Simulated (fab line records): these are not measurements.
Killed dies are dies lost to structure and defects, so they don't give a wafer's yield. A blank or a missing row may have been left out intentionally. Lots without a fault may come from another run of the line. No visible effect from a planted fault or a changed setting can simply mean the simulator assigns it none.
Chamber matching -- flow gf180mcu -- GF_POLY_GATE_ETCH_13 on rie_si-02: 4 sister chambers
The step etches poly-Si in HBr/Cl2, stops on SiO2, target depth 198.5 nm, time 69.6 s. 16 wafers are shown with their chamber, then 8 later ones without.

## WAFERS PAIRED WITH THEIR CHAMBERS
wafer,chamber,drypump_motor_current_A (A),oes_product_au (a.u.),throttle_valve_pct (%)
L806.1,1,5.6,0.994,33.672
L806.2,2,6.3,1.006,33.676
L806.4,0,6.7,1.004,33.680
L807.2,0,6.7,0.994,33.690
L807.4,3,6.3,0.991,33.678
L807.6,2,6.3,0.990,33.692
L809.2,1,5.6,0.984,33.682
L809.3,0,6.7,1.002,33.685
L809.6,0,6.7,0.989,33.661
L810.1,3,6.3,0.994,33.672
L810.2,2,6.3,0.997,33.694
L810.5,1,5.6,0.984,33.686
L812.1,2,6.3,0.994,33.699
L812.2,0,6.7,0.989,33.693
L812.3,3,6.4,0.980,33.672
L814.4,2,6.3,0.996,33.681

SIGNATURES (averages over the wafers above)
reading,chamber 0,chamber 1,chamber 2,chamber 3,scatter within a chamber
drypump_motor_current_A,6.700,5.600,6.300,6.333,0.0236
oes_product_au,0.99560,0.98733,0.99660,0.98833,0.00656
throttle_valve_pct,33.68180,33.68000,33.68840,33.67400,0.00971
Rule: for each reading, subtract the chamber's mean from the wafer's reading, divide by that reading's scatter and square the result; add these up over the readings and take the root, which gives the wafer's distance from the chamber. If the next closest chamber is less than 2 further off than the closest, the wafer can't be placed; otherwise it belongs to the closest. How the scatter is found: for the shown wafers, subtract from each reading the mean of its chamber, square and add these, divide the total by (wafers less chambers), then take the root.

## WAFERS WITHOUT THEIR CHAMBER
wafer,drypump_motor_current_A (A),oes_product_au (a.u.),throttle_valve_pct (%)
L814.5,5.6,0.983,33.678
L814.6,6.7,0.992,33.678
L820.2,5.6,0.983,33.674
L820.4,6.7,1.003,33.682
L820.6,5.6,0.990,33.676
L822.1,6.3,0.985,33.670
L822.2,6.3,0.997,33.698
L822.6,6.3,1.003,33.672

## CHAMBER TAKEN BY EACH
wafer,from the rows above,in truth
L814.5,1,1
L814.6,0,0
L820.2,1,1
L820.4,0,0
L820.6,1,1
L822.1,can't be placed: 3 or 2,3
L822.2,2,2
L822.6,can't be placed: 2 or 3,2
Correct placement for 6 of the 8. Not placeable from these rows: 2 (in 2, the candidates include the true chamber). Number placed wrongly: 0.
